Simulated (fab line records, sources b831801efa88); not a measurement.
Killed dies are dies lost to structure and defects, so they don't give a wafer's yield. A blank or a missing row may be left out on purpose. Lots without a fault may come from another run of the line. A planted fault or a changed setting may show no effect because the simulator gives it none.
fab line records | flow sky130
record lots=5 wafers=15 last_day=49
route steps=708 shown CONTACT@424 METAL1@434 PAD_OPEN@708
lots that met no fault: from a run of the same line without faults
start_h: hours from the record's first day to the start of the lot's first wafer shown | wait_h: hours since the lot's step before | " the same as in the row above | L1.1+2: a row that stands for several wafers | - no value, or no start given | * or withheld: withheld | < > ~ a bound
route shown NAME@n: a module of which the file shows steps, and the number in the route of the first | usual: mean/standard deviation of fault-free wafers | same: alike in all rows | chamber/n: place in a boat | sites: the reading at each site | _std_site: their standard deviation | _edge_site: outer sites' mean less inner sites' | radius_mm: how far each site lies from the wafer's centre | mask NAME#n: copy n | behind: the tool/chamber that last shaped the wafer | hold: why the lot was held/for how many hours/how that ended | device: the transistor (n, p or np) that didn't switch | end of line: the same wafers' tests at the end of the route | a step without rows: its recipe alone | killed: dies lost to structure and defects at the first sort, not the wafer's yield | map: a wafer's dies, x killed, . not, _ none there
set.NAME: the setting as run; set.NAME@STEP: as run at that earlier step | model.NAME: the simulator's own value behind a step, which no gauge read
lots at some steps of the route; a table a step, a row a wafer
services: from which hour (start_h, from the record's first day; less than 0 if before it) a tool's chamber was out of use, for how many hours, and why
## steps
# step SKY_CONTACT_ETCH_18
# recipe target=Si3N4 chemistry=CHF3/O2 stop_on=TiN source_w=600 bias_w=200 pressure_mtorr=40 chf3_flow_sccm=50 O2_flow_sccm=5 time_s=39 target_depth_a=750
# usual drypump_motor_current_A=5.8/0.42 oes_product_au=0.853/0.0078 throttle_valve_pct=8.792/0.0086
# columns lot.wafer tool chamber start_h wait_h drypump_motor_current_A oes_product_au rf_hours_counter_h throttle_valve_pct
L161.3 rie_diel-02 1 - - 5.6 0.855 5 8.791
L161.5 " 0 " " 5.9 0.848 - 8.790
L161.6 " 1 " " 5.6 0.849 - 8.796
L162.3 rie_diel-04 3 - - 5.7 0.853 10 8.805
L162.5 " 1 " " 5.2 0.855 - 8.801
L162.6 " 2 " " 6.1 0.857 - 8.806
L165.2 rie_diel-04 2 - - 6.1 0.851 16 8.792
L165.5 " 2 " " 6.1 0.855 - 8.791
L165.6 " 1 " " 5.2 0.849 - 8.790
L176.2 rie_diel-02 1 - - 5.6 0.841 8 8.790
L176.5 " 0 " " 5.9 0.852 - 8.788
L176.6 " 3 " " 5.1 0.854 - 8.793
L177.1 rie_diel-02 0 - - 5.9 0.851 19 8.798
L177.3 " 2 " " 6.4 0.850 3 8.787
L177.4 " 1 " " 5.6 0.856 9 8.789
# step SKY_CONTACT_STRIP_19
# recipe chemistry=O2/N2 power_w=1400 pressure_mtorr=1500 platen_temp_c=withheld o2_flow_sccm=3000 n2_flow_sccm=300 overash_fraction=0.5
# step SKY_CONTACT_STRIP_20
# recipe chemistry=post_etch_residue_remover time_s=1200 temp_c=72.5
# step SKY_CONTACT_CLEAN_21
# recipe chemistry=IPA time_s=180 temp_c=25
# step SKY_CONTACT_CLEAN_22
# recipe chemistry=O3/DIW dry=n2_spin
# step SKY_CONTACT_SPUTTER_23
# recipe material=TiN target_thk_nm=20 chamber_pressure_pa=5 power_w=4000 time_s=80
# step SKY_CONTACT_CVD_24
# recipe material=W target_thk_nm=340 time_s=102.12 temp_c=400 pressure_torr=40
# usual heater_power_w=771/72
# columns lot.wafer tool chamber start_h wait_h heater_power_w
L161.3 cvd_w-01 0 773.02 0.1 692
L161.5 " 0 " " 711
L161.6 " 0 " " 712
L162.3 cvd_w-01 1 852.06 0.1 779
L162.5 " 1 " " 747
L162.6 " 1 " " 763
L165.2 cvd_w-02 0 856.20 0.0 714
L165.5 " 1 " " 871
L165.6 " 0 " " 740
L176.2 cvd_w-02 1 868.35 0.0 882
L176.5 " 0 " " 720
L176.6 " 1 " " 868
L177.1 cvd_w-02 1 876.80 0.0 868
L177.3 " 1 " " 899
L177.4 " 0 " " 746
# step SKY_CONTACT_RS_MEAS_25
# recipe thk_meas_gauge=four-point-probe reads=W_of_CONTACT_CVD_24+TiN_of_CONTACT_SPUTTER_23
# usual CONTACT_W_RS=0.339/0.0052
# columns lot.wafer tool chamber start_h wait_h CONTACT_W_RS[ohm/sq]
L161.3 film_metro-02 - 773.21 0.2 0.339
L161.5 " - " " 0.335
L161.6 " - " " 0.333
L162.3 film_metro-02 - 852.24 0.2 0.346
L162.5 " - " " 0.344
L162.6 " - " " 0.344
L165.2 film_metro-02 - 856.33 0.1 0.342
L165.5 " - " " 0.343
L165.6 " - " " 0.341
L176.2 film_metro-02 - 868.48 0.1 0.340
L176.5 " - " " 0.338
L176.6 " - " " 0.339
L177.1 film_metro-01 - 876.91 0.1 0.342
L177.3 " - " " 0.341
L177.4 " - " " 0.341
# step SKY_CONTACT_THK_MEAS_26
# recipe thk_meas_gauge=xrf reads=W_of_CONTACT_CVD_24
# usual CONTACT_W_THK=334/5.7
# columns lot.wafer tool chamber start_h wait_h CONTACT_W_THK[nm]
L161.3 film_metro-02 - 773.31 0.1 342
L161.5 " - " " 345
L161.6 " - " " 345
L162.3 film_metro-02 - 852.34 0.1 330
L162.5 " - " " 332
L162.6 " - " " 333
L165.2 film_metro-02 - 856.44 0.1 337
L165.5 " - " " 334
L165.6 " - " " 335
L176.2 film_metro-02 - 868.59 0.1 334
L176.5 " - " " 337
L176.6 " - " " 334
L177.1 film_metro-01 - 877.03 0.1 332
L177.3 " - " " 334
L177.4 " - " " 334
# step SKY_CONTACT_CMP_27
# recipe stop_on=SiO2 t_overpolish_s=15 down_force_psi=3.5 platen_rpm=60 target_thk_nm=0 pad_velocity_m_s=0.94248
# step SKY_METAL1_SPUTTER_00
# recipe material=Ti target_thk_nm=15 power_w=3000 time_s=10 chamber_pressure_pa=0.4
# usual throttle_valve_pct=30.5/0.94
# columns lot.wafer tool chamber start_h wait_h throttle_valve_pct
L161.3 pvd_sputter-04 - 773.73 0.2 28.7
L161.5 " - " " 28.8
L161.6 " - " " 29.9
L162.3 pvd_sputter-04 - 852.68 0.1 30.0
L162.5 " - " " 30.7
L162.6 " - " " 30.1
L165.2 pvd_sputter-04 - 856.79 0.1 30.4
L165.5 " - " " 30.7
L165.6 " - " " 30.1
L176.2 pvd_sputter-03 - 868.94 0.2 31.2
L176.5 " - " " 31.4
L176.6 " - " " 31.9
L177.1 pvd_sputter-03 - 877.39 0.2 29.9
L177.3 " - " " 31.2
L177.4 " - " " 31.6
# step SKY_METAL1_SPUTTER_01
# recipe material=TiN target_thk_nm=20 power_w=6500 time_s=16.7 chamber_pressure_pa=0.4
# step SKY_METAL1_SPUTTER_02
# recipe material=AlCu target_thk_nm=250 power_w=10600 time_s=13.3 chamber_pressure_pa=0.4
# usual throttle_valve_pct=30.5/0.94
# columns lot.wafer tool chamber start_h wait_h throttle_valve_pct model.AlCu_of_METAL1_SPUTTER_02.thk_nm
L161.3 pvd_sputter-04 - 773.78 0.0 28.7 249.6
L161.5 " - " " 28.8 250.1
L161.6 " - " " 30.1 250.8
L162.3 pvd_sputter-04 - 852.73 0.0 30.2 253
L162.5 " - " " 30.7 253.4
L162.6 " - " " 30.2 253.7
L165.2 pvd_sputter-04 - 856.84 0.0 30.5 243.1
L165.5 " - " " 30.6 243.8
L165.6 " - " " 30.0 250.1
L176.2 pvd_sputter-03 - 868.98 0.0 31.2 245.1
L176.5 " - " " 31.2 244.7
L176.6 " - " " 31.9 250.1
L177.1 pvd_sputter-03 - 877.44 0.0 29.8 251.2
L177.3 " - " " 31.4 250.2
L177.4 " - " " 31.3 245
# step SKY_METAL1_SPUTTER_03
# recipe material=Ti target_thk_nm=5 power_w=3000 time_s=3.3 chamber_pressure_pa=0.4
# step SKY_METAL1_SPUTTER_04
# recipe material=TiN target_thk_nm=70 power_w=6500 time_s=58.3 chamber_pressure_pa=0.4
# step SKY_METAL1_RS_MEAS_05
# recipe thk_meas_gauge=four-point-probe reads=TiN_of_METAL1_SPUTTER_04+Ti_of_METAL1_SPUTTER_03+AlCu_of_METAL1_SPUTTER_02+TiN_of_METAL1_SPUTTER_01+Ti_of_METAL1_SPUTTER_00
# usual METAL1_ALCU_RS=0.1274/0.0018
# columns lot.wafer tool chamber start_h wait_h METAL1_ALCU_RS[ohm/sq]
L161.3 film_metro-03 - 773.91 0.1 0.1266
L161.5 " - " " 0.1268
L161.6 " - " " 0.1262
L162.3 film_metro-04 - 852.86 0.1 0.1252
L162.5 " - " " 0.1251
L162.6 " - " " 0.1254
L165.2 film_metro-04 - 856.95 0.0 0.1305
L165.5 " - " " 0.1303
L165.6 " - " " 0.1271
L176.2 film_metro-04 - 869.10 0.0 0.1296
L176.5 " - " " 0.1297
L176.6 " - " " 0.1270
L177.1 film_metro-01 - 877.53 0.0 0.1265
L177.3 " - " " 0.1269
L177.4 " - " " 0.1296
# step SKY_METAL1_THK_MEAS_06
# recipe thk_meas_gauge=xrf reads=AlCu_of_METAL1_SPUTTER_02
# usual METAL1_ALCU_THK=243/3.9
# columns lot.wafer tool chamber start_h wait_h METAL1_ALCU_THK[nm]
L161.3 film_metro-03 - 774.01 0.1 244
L161.5 " - " " 244
L161.6 " - " " 246
L162.3 film_metro-04 - 852.96 0.1 248
L162.5 " - " " 248
L162.6 " - " " 250
L165.2 film_metro-04 - 857.06 0.1 240
L165.5 " - " " 238
L165.6 " - " " 245
L176.2 film_metro-04 - 869.21 0.1 242
L176.5 " - " " 240
L176.6 " - " " 246
L177.1 film_metro-01 - 877.65 0.1 246
L177.3 " - " " 244
L177.4 " - " " 240
# step SKY_METAL1_DEHYDRATE_07
# recipe temp_c=200 time_s=60
# step SKY_METAL1_HMDS_08
# recipe prime_time_s=60 prime_temp_c=120
# step SKY_METAL1_COAT_09
# recipe resist=BARC temp_c=withheld time_s=withheld spin_rpm=3000 resist_thk_nm=60
# step SKY_METAL1_COAT_10
# recipe resist=KrF-thick spin_rpm=3000 resist_thk_nm=450
# step SKY_METAL1_SOFTBAKE_11
# recipe temp_c=100 time_s=90 resist=KrF-thick
# step SKY_METAL1_EXPOSE_12
# recipe mask_id=MM1 na=0.8 source_shape=annular sigma_inner=0.55 sigma_outer=0.85 target_cd_nm=140 dose_mj=28
# step SKY_METAL1_PEB_13
# recipe peb_temp_c=withheld peb_time_s=withheld resist=KrF-thick
# step SKY_METAL1_DEVELOP_14
# recipe develop_time_s=60 resist=KrF-thick dev_temp_c=21
# step SKY_METAL1_CD_MEAS_15
# recipe target_cd_nm=140
# usual cd_nm=139.8/1.5
# columns lot.wafer tool chamber start_h wait_h cd_nm
L161.3 cd_sem-02 - 801.33 - 139.3
L161.5 " - " " 139.9
L161.6 " - " " 140.4
L162.3 cd_sem-01 - 878.79 - 139.7
L162.5 " - " " 139.9
L162.6 " - " " 139.2
L165.2 cd_sem-02 - 883.41 - 139.1
L165.5 " - " " 138.4
L165.6 " - " " 138.9
L176.2 cd_sem-01 - 894.62 - 139.7
L176.5 " - " " 139.2
L176.6 " - " " 138.1
L177.1 cd_sem-01 - 903.14 - 137.9
L177.3 " - " " 138.5
L177.4 " - " " 138.1
# step SKY_METAL1_OVL_MEAS_16
# usual METAL1_OVL=1/6.4
# columns lot.wafer tool chamber start_h wait_h METAL1_OVL[nm]
L161.3 overlay-02 - 801.42 0.1 -5
L161.5 " - " " -4
L161.6 " - " " -13
L162.3 overlay-01 - 878.88 0.1 -2
L162.5 " - " " -6
L162.6 " - " " -7
L165.2 overlay-02 - 883.52 0.1 -4
L165.5 " - " " -6
L165.6 " - " " -1
L176.2 overlay-02 - 894.73 0.1 -6
L176.5 " - " " -1
L176.6 " - " " -3
L177.1 overlay-02 - 903.26 0.1 4
L177.3 " - " " 2
L177.4 " - " " 8
# step SKY_METAL1_DESCUM_17
# recipe chemistry=O2 source_power_w=150 bias_power_w=0 pressure_mtorr=10 temp_c=40 time_s=8
# usual drypump_motor_current_A=5.8/0.42 oes_product_au=0.996/0.0095
# columns lot.wafer tool chamber start_h wait_h drypump_motor_current_A oes_product_au rf_hours_counter_h
L161.3 rie_metal-03 1 801.47 0.0 5.6 0.995 -
L161.5 " 1 " " 5.6 0.983 -
L161.6 " 1 " " 5.6 0.993 -
L162.3 rie_metal-04 0 878.93 0.0 5.9 0.997 -
L162.5 " 0 " " 5.9 1.004 -
L162.6 " 0 " " 5.8 1.003 -
L165.2 rie_metal-04 0 883.56 0.0 5.9 1.002 -
L165.5 " 0 " " 5.8 1.001 -
L165.6 " 0 " " 5.8 1.007 -
L176.2 rie_metal-01 0 894.76 0.0 6.2 1.004 12
L176.5 " 1 " " 5.1 0.979 -
L176.6 " 0 " " 6.2 1.009 -
L177.1 rie_metal-04 1 903.30 0.0 5.2 0.996 10
L177.3 " 0 " " 5.8 0.996 -
L177.4 " 1 " " 5.2 1.005 -
# step SKY_METAL1_ETCH_18
# recipe chemistry=N2/H2 target=BARC ion_energy_ev=200 bias_w=100 pressure_mtorr=30 n2_flow_sccm=100 h2_flow_sccm=200 icp_w=500 stop_on=SiO2 time_s=45.9 target_depth_a=600
# usual drypump_motor_current_A=5.8/0.42 oes_product_au=0.854/0.0051 throttle_valve_pct=13.224/0.0092
# columns lot.wafer tool chamber start_h wait_h drypump_motor_current_A oes_product_au rf_hours_counter_h throttle_valve_pct
L161.3 rie_metal-03 1 801.55 0.1 5.6 0.853 - 13.212
L161.5 " 1 " " 5.6 0.851 - 13.233
L161.6 " 1 " " 5.6 0.854 - 13.224
L162.3 rie_metal-04 0 879.01 0.1 5.9 0.850 - 13.228
L162.5 " 0 " " 5.8 0.851 - 13.245
L162.6 " 0 " " 5.9 0.853 - 13.230
L165.2 rie_metal-04 0 883.63 0.1 5.9 0.862 - 13.212
L165.5 " 0 " " 5.9 0.842 - 13.231
L165.6 " 0 " " 5.9 0.855 - 13.234
L176.2 rie_metal-01 0 894.79 0.0 6.2 0.847 12 13.219
L176.5 " 1 " " 5.1 0.850 - 13.225
L176.6 " 0 " " 6.2 0.862 - 13.234
L177.1 rie_metal-04 1 903.33 0.0 5.2 0.857 10 13.221
L177.3 " 0 " " 5.9 0.854 - 13.230
L177.4 " 1 " " 5.2 0.850 - 13.215
# step SKY_METAL1_METAL_ETCH_19
# recipe target_depth_a=3600 stop_on=SiO2 over_etch_frac=0.3 time_s=78 chemistry=Cl2/BCl3 resist_sidewall_deg=88 pressure_mtorr=10 icp_w=900 bias_w=48.5 Cl2_flow_sccm=60 bcl3_flow_sccm=30
# usual drypump_motor_current_A=5.8/0.42 mfc_cl2_sccm=60.00/0.19 oes_product_au=0.854/0.0062 throttle_valve_pct=22.264/0.0093
# columns lot.wafer tool chamber start_h wait_h drypump_motor_current_A mfc_cl2_sccm oes_product_au rf_hours_counter_h throttle_valve_pct model.METAL1.feature_depth_nm model.etch.depth_nm
L161.3 rie_metal-03 1 801.70 0.1 5.6 60.15 0.856 - 22.265 361 361
L161.5 " 1 " " 5.6 60.09 0.855 - 22.261 360.7 360.7
L161.6 " 1 " " 5.6 60.19 0.859 - 22.271 360.2 360.2
L162.3 rie_metal-04 0 879.16 0.1 5.8 59.88 0.853 - 22.260 362.3 362.3
L162.5 " 0 " " 5.8 59.98 0.846 - 22.259 363.9 363.9
L162.6 " 0 " " 5.9 60.02 0.864 - 22.265 363 363
L165.2 rie_metal-04 0 883.77 0.1 5.8 60.01 0.846 - 22.254 353.3 353.3
L165.5 " 0 " " 5.8 59.85 0.848 - 22.267 354.2 354.2
L165.6 " 0 " " 5.8 60.05 0.857 - 22.272 358.5 358.5
L176.2 rie_metal-01 0 894.86 0.0 6.2 60.00 0.849 12 22.266 353.9 353.9
L176.5 " 1 " " 5.1 60.04 0.853 - 22.274 353.9 353.9
L176.6 " 0 " " 6.2 59.94 0.847 - 22.271 360.3 360.3
L177.1 rie_metal-04 1 903.39 0.0 5.2 60.12 0.860 10 22.250 361.2 361.2
L177.3 " 0 " " 5.9 59.99 0.853 - 22.292 359.8 359.8
L177.4 " 1 " " 5.2 60.05 0.849 - 22.281 353.8 353.8
# step SKY_METAL1_STRIP_20
# recipe chemistry=O2/N2 power_w=1400 pressure_mtorr=1500 platen_temp_c=withheld o2_flow_sccm=3000 n2_flow_sccm=300 overash_fraction=0.5
# step SKY_PAD_OPEN_PROBE_99
# usual defect_limited_yield=82.8/2 killed_at_M0_to_M3=42/7.3 killed_at_M4_up=3.4/2 killed_at_contacts=24/5.8 killed_at_front_end=15/4.6 killed_at_other=0.3/0.62 killed_dies=84/9.8 killed_on_rim=16/3.8 killed_open=47/6.9 killed_short=38/6.3 sort_bin_3_pad_short=0.8/0.38 sort_bin_5_function=10.2/1.5 sort_bin_6_memory=6.2/1.1 sort_n_pass=408/9.8 sort_yield_pct=82.8/2
# same gross_dies=492 killed_at_back_side=0 sort_bin_4_leakage[%]=0 sort_bin_8_speed[%]=0
# columns lot.wafer tool chamber start_h wait_h defect_limited_yield[%] killed_at_M0_to_M3 killed_at_M4_up killed_at_contacts killed_at_front_end killed_at_other killed_dies killed_on_rim killed_open killed_short sort_bin_3_pad_short[%] sort_bin_5_function[%] sort_bin_6_memory[%] sort_n_pass sort_yield_pct[%] model.etest.met1.rs_ohm_sq
L161.3 prober-01 - 1102.36 0.2 84.8 37 4 17 17 0 75 9 34 41 1.6 8.5 5.1 417 84.8 0.1297
L161.5 prober-01 - 1102.46 0.2 85.2 34 3 17 19 0 73 14 39 34 1.6 8.1 5.1 419 85.2 0.1291
L161.6 prober-01 - 1102.51 0.2 81.9 46 3 19 21 0 89 16 51 38 0.8 11.8 5.5 403 81.9 0.1283
L162.3 prober-02 - 1165.30 0.2 82.3 50 1 23 13 0 87 17 51 36 0.8 9.8 7.1 405 82.3 0.1277
L162.5 prober-02 - 1165.40 0.2 85.8 34 1 23 10 2 70 10 31 39 0.8 8.1 5.3 422 85.8 0.1263
L162.6 prober-02 - 1165.45 0.2 82.5 43 2 28 13 0 86 15 53 33 1.0 10.4 6.1 406 82.5 0.1263
L165.2 prober-02 - 1168.25 0.1 83.9 42 2 13 22 0 79 16 52 27 0.2 9.6 6.3 413 83.9 0.1335
L165.5 prober-02 - 1168.40 0.2 82.1 46 2 17 23 0 88 22 48 40 1.2 9.6 7.1 404 82.1 0.1308
L165.6 prober-02 - 1168.45 0.2 85.4 24 2 29 16 1 72 8 37 35 1.4 8.1 5.1 420 85.4 0.128
L176.2 prober-01 - 1177.12 0.1 83.5 36 4 21 20 0 81 13 47 34 0.4 8.7 7.3 411 83.5 0.1311
L176.5 prober-01 - 1177.27 0.2 83.7 40 5 19 16 0 80 12 46 34 1.0 9.8 5.5 412 83.7 0.1312
L176.6 prober-01 - 1177.32 0.2 81.5 41 2 27 21 0 91 24 50 41 0.4 11.4 6.7 401 81.5 0.1263
L177.1 prober-02 - 1180.43 0.1 83.9 42 3 24 10 0 79 17 44 35 1.0 9.3 5.7 413 83.9 0.1277
L177.3 prober-02 - 1180.53 0.2 81.5 33 3 31 23 1 91 18 52 39 1.0 9.1 8.3 401 81.5 0.1298
L177.4 prober-02 - 1180.58 0.2 81.7 42 3 29 15 1 90 19 48 42 0.8 11.8 5.7 402 81.7 0.1304
# killed by level:class
L161.3 METAL1:geometric_particle:short=9 VIA1:geometric_particle:open=8 POLY_GATE:geometric_particle:short=6 CONTACT:geometric_particle:open=6 METAL2:geometric_particle:short=6 LI_CONTACT:geometric_particle:open=5 POLY_CUT:geometric_particle:short=4 POLY_GATE:geometric_particle:open=3
L161.5 CONTACT:geometric_particle:open=7 POLY_GATE:geometric_particle:short=6 METAL1:geometric_particle:short=5 FIELD_ISO:geometric_particle:open=4 VIA2:geometric_particle:open=4 VIA1:geometric_particle:open=4 METAL3:geometric_particle:short=4 POLY_GATE:geometric_particle:open=3
L161.6 VIA1:geometric_particle:open=13 CONTACT:geometric_particle:open=7 METAL1:geometric_particle:short=7 POLY_GATE:geometric_particle:short=6 VIA3:geometric_particle:open=6 METAL2:geometric_particle:short=5 POLY_GATE:geometric_particle:open=5 VIA2:geometric_particle:open=5
L162.3 VIA1:geometric_particle:open=13 VIA3:geometric_particle:open=9 VIA2:geometric_particle:open=7 CONTACT:geometric_particle:open=7 CONTACT:geometric_particle:short=6 POLY_GATE:geometric_particle:open=4 LI_CONTACT:geometric_particle:short=4 LI_CONTACT:geometric_particle:open=4
L162.5 LI_CONTACT:geometric_particle:open=9 VIA1:geometric_particle:open=8 FIELD_ISO:geometric_particle:short=6 METAL2:geometric_particle:short=6 VIA3:geometric_particle:open=5 CONTACT:geometric_particle:short=5 VIA1:geometric_particle:short=5 CONTACT:geometric_particle:open=4
L162.6 VIA1:geometric_particle:open=11 CONTACT:geometric_particle:open=9 LI_CONTACT:geometric_particle:open=8 VIA2:geometric_particle:open=7 CONTACT:geometric_particle:short=6 VIA1:geometric_particle:short=6 METAL2:geometric_particle:short=5 POLY_GATE:geometric_particle:open=4
L165.2 VIA1:geometric_particle:open=19 VIA3:geometric_particle:open=7 FIELD_ISO:geometric_particle:short=5 SPACER:geometric_particle:open=5 CONTACT:geometric_particle:open=5 FIELD_ISO:geometric_particle:open=4 POLY_GATE:geometric_particle:open=4 METAL1:geometric_particle:short=4
L165.5 VIA1:geometric_particle:open=14 CONTACT:geometric_particle:open=7 FIELD_ISO:geometric_particle:open=6 VIA3:geometric_particle:open=6 VIA1:geometric_particle:short=6 METAL2:geometric_particle:short=5 VIA2:geometric_particle:short=5 POLY_GATE:geometric_particle:short=4
L165.6 CONTACT:geometric_particle:open=10 LI_CONTACT:geometric_particle:open=8 LOCAL_INTERCONNECT:geometric_particle:short=6 FIELD_ISO:geometric_particle:short=4 VIA1:geometric_particle:open=4 METAL1:geometric_particle:short=4 VIA1:geometric_particle:short=4 FIELD_ISO:geometric_particle:open=3
L176.2 VIA1:geometric_particle:open=10 CONTACT:geometric_particle:open=8 FIELD_ISO:geometric_particle:open=4 FIELD_ISO:geometric_particle:short=4 LI_CONTACT:geometric_particle:open=4 VIA2:geometric_particle:open=4 VIA1:geometric_particle:short=4 METAL2:geometric_particle:short=4
L176.5 CONTACT:geometric_particle:open=11 VIA1:geometric_particle:open=11 FIELD_ISO:geometric_particle:short=5 METAL1:geometric_particle:short=5 VIA2:geometric_particle:open=5 CONTACT:geometric_particle:short=4 METAL4:geometric_particle:short=4 POLY_GATE:geometric_particle:open=3
L176.6 VIA1:geometric_particle:open=13 CONTACT:geometric_particle:open=8 CONTACT:geometric_particle:short=7 FIELD_ISO:geometric_particle:short=6 METAL3:geometric_particle:short=6 LOCAL_INTERCONNECT:geometric_particle:short=5 VIA3:geometric_particle:open=5 VIA1:geometric_particle:short=5
L177.1 VIA1:geometric_particle:open=11 LI_CONTACT:geometric_particle:open=9 METAL1:geometric_particle:short=8 CONTACT:geometric_particle:open=6 CONTACT:geometric_particle:short=6 VIA2:geometric_particle:open=6 VIA1:geometric_particle:short=5 POLY_GATE:geometric_particle:open=4
L177.3 VIA1:geometric_particle:open=13 CONTACT:geometric_particle:open=11 POLY_GATE:geometric_particle:short=9 LI_CONTACT:geometric_particle:open=7 POLY_GATE:geometric_particle:open=6 LOCAL_INTERCONNECT:geometric_particle:short=5 CONTACT:geometric_particle:short=5 VIA2:geometric_particle:open=5
L177.4 VIA1:geometric_particle:open=11 LI_CONTACT:geometric_particle:open=10 CONTACT:geometric_particle:short=8 CONTACT:geometric_particle:open=7 POLY_GATE:geometric_particle:open=5 METAL2:geometric_particle:short=5 VIA3:geometric_particle:open=5 LI_CONTACT:geometric_particle:short=4
## services
# columns tool chamber start_h hours kind
pvd_sputter-04 - 749.59 3.3 repair
pvd_sputter-04 - 752.64 0.5 repair
pvd_sputter-03 - 768.61 2.6 repair
cvd_w-01 1 769.64 14.5 repair
rie_diel-02 2 788.18 - clean
rie_diel-02 2 788.18 16.4 scheduled_down
rie_diel-02 2 788.18 16.4 vent_cycle
rie_metal-03 0 794.85 - clean
rie_metal-03 0 794.85 17.7 scheduled_down
rie_metal-03 0 794.85 17.7 vent_cycle
pvd_sputter-04 0 805.62 - consumable_replace:kit
pvd_sputter-04 0 805.62 18.0 scheduled_down
pvd_sputter-04 0 805.62 18.0 vent_cycle
rie_metal-01 0 834.26 3.8 repair
pvd_sputter-03 2 843.27 - consumable_replace:kit
pvd_sputter-03 2 843.27 18.0 scheduled_down
pvd_sputter-03 2 843.27 18.0 vent_cycle
pvd_sputter-03 - 846.38 2.2 repair
cvd_w-01 0 850.59 3.9 repair
cvd_w-01 - 855.16 2.8 pm
rie_diel-04 1 858.89 1.8 repair
rie_metal-04 1 870.82 19.7 repair
rie_diel-02 - 882.13 1.2 repair
cvd_w-01 - 902.20 6.9 pm
## key
first_sign none at tools or gauges
model_effect step=SKY_METAL1_SPUTTER_02 value=AlCu_of_METAL1_SPUTTER_02.thk_nm without=252.2 struck=243.5
model_effect step=SKY_METAL1_METAL_ETCH_19 value=METAL1.feature_depth_nm without=362.5 struck=353.8
model_effect step=SKY_PAD_OPEN_PROBE_99 value=etest.met1.rs_ohm_sq without=0.1274 struck=0.1322
met_at SKY_METAL1_SPUTTER_02
struck_wafers L165.2,L165.5
onset_between 852.73 856.84
fault kind=process_parameter_drift tool=pvd_sputter-04 chamber=- onset_h=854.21 steps=SKY_METAL1_SPUTTER_02 channel=time_s offset=* shape=step end_h=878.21 scope=struck_wafers_only acts_in=* stated=*
